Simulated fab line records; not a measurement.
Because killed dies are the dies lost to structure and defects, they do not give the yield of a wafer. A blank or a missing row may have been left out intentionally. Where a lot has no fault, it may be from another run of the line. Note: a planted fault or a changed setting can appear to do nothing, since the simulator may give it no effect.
A lot that was struck, set against a sound lot -- flow sfq-line -- 15 steps out of a route of 325
Sound: wafers L422.2, L422.4, L422.6. Struck: wafer L429.3 (L429.2, L429.4, from the same lot, were not struck and are left out); the cause is given at the end.
At each step with rows: each side's tool, then ch and its chambers, then its first start. Under that, the readings that differ: sound wafers -- struck wafers -- difference of the means -- sigmas: that difference in standard deviations of wafers without a fault.
alike: same words and numbers on both sides, and readings whose means sit less than 2 such deviations apart. not compared: any withheld reading, any reading some wafer has no value for, any bound like >300 that may hide the same value, and any number with overlapping values for which the record gives no deviation.
The two part at a step that has a row with sigmas, a row that says differs or no value, or rows on one side only. Numbers that don't overlap but have no deviation are shown without sigmas and don't part them. A reading missing from all wafers of one side parts the sides only when that side holds two or more wafers.

SFQ_TRILAYER_I7_VIA_STRIP_STRIP_191: strips in O2.
  sound on rie-metal-03 ch 0,1, day 79 07:22; struck on rie-metal-03 ch 0, day 81 01:18
  alike: drypump-motor-current-A, oes-product-au
  not compared: rf-hours-counter-h
then, 8 steps without rows for these wafers: SFQ_TRILAYER_I7_VIA_STRIP_SOLV_CLEAN_192 (cleans in NMP, time 600 s); SFQ_TRILAYER_M8_LITHO_LOR_COAT_197; SFQ_TRILAYER_M8_LITHO_LOR_BAKE_198; SFQ_TRILAYER_M8_LITHO_COAT_193 (resist thk 600 nm); SFQ_TRILAYER_M8_LITHO_SOFTBAKE_199; SFQ_TRILAYER_M8_LITHO_EXPOSE_194 (exposes mask M8, target cd 2000 nm); SFQ_TRILAYER_M8_LITHO_PEB_196 (peb time 60 s); SFQ_TRILAYER_M8_LITHO_DEVELOP_195 (img clear 15 s, time 55 s).
SFQ_M8_OVL_MEAS_948:
  sound: overlay-02 at day 79 10:57; struck: overlay-01 at day 81 13:02
  alike: M8_OVL
then, 2 steps without rows for these wafers: SFQ_TRILAYER_M8_DEP_EVAP_197 (material Ti, target thk 20 nm, time 100 s); SFQ_TRILAYER_M8_DEP_EVAP_198 (material Pt, target thk 50 nm, time 250 s).
SFQ_TRILAYER_M8_DEP_EVAP_196: material Au, target thk 180 nm, time 900 s.
  sound: pvd-sputter-01 at day 79 11:12; struck: pvd-sputter-02 at day 81 13:17
reading,sound,struck,difference,sigmas
model.Au_of_TRILAYER_M8_DEP_EVAP_196.thk-nm (nm),183.5 179.7 181.9,201.3,+19.6,
SFQ_M8_RS_MEAS_949: a four-point-probe measurement.
  sound: film-metro-01 at day 79 11:44; struck: film-metro-03 at day 81 14:07
reading,sound,struck,difference,sigmas
M8_AU_RS (ohm/sq),0.1506 0.1540 0.1522,0.1374,-0.0149,-6
  not compared: hold
SFQ_M8_THK_MEAS_950: measures by xrf.
  sound: film-metro-01 at day 79 11:51; struck: film-metro-03 at day 81 16:20
reading,sound,struck,difference,sigmas
M8_AU_THK (nm),184 180 183,201,+19,+6
  not compared: hold

## WHERE THEY PART
Last at SFQ_M8_THK_MEAS_950 as far as this record goes, first at SFQ_M8_RS_MEAS_949.

WHY: the cause the simulator had injected
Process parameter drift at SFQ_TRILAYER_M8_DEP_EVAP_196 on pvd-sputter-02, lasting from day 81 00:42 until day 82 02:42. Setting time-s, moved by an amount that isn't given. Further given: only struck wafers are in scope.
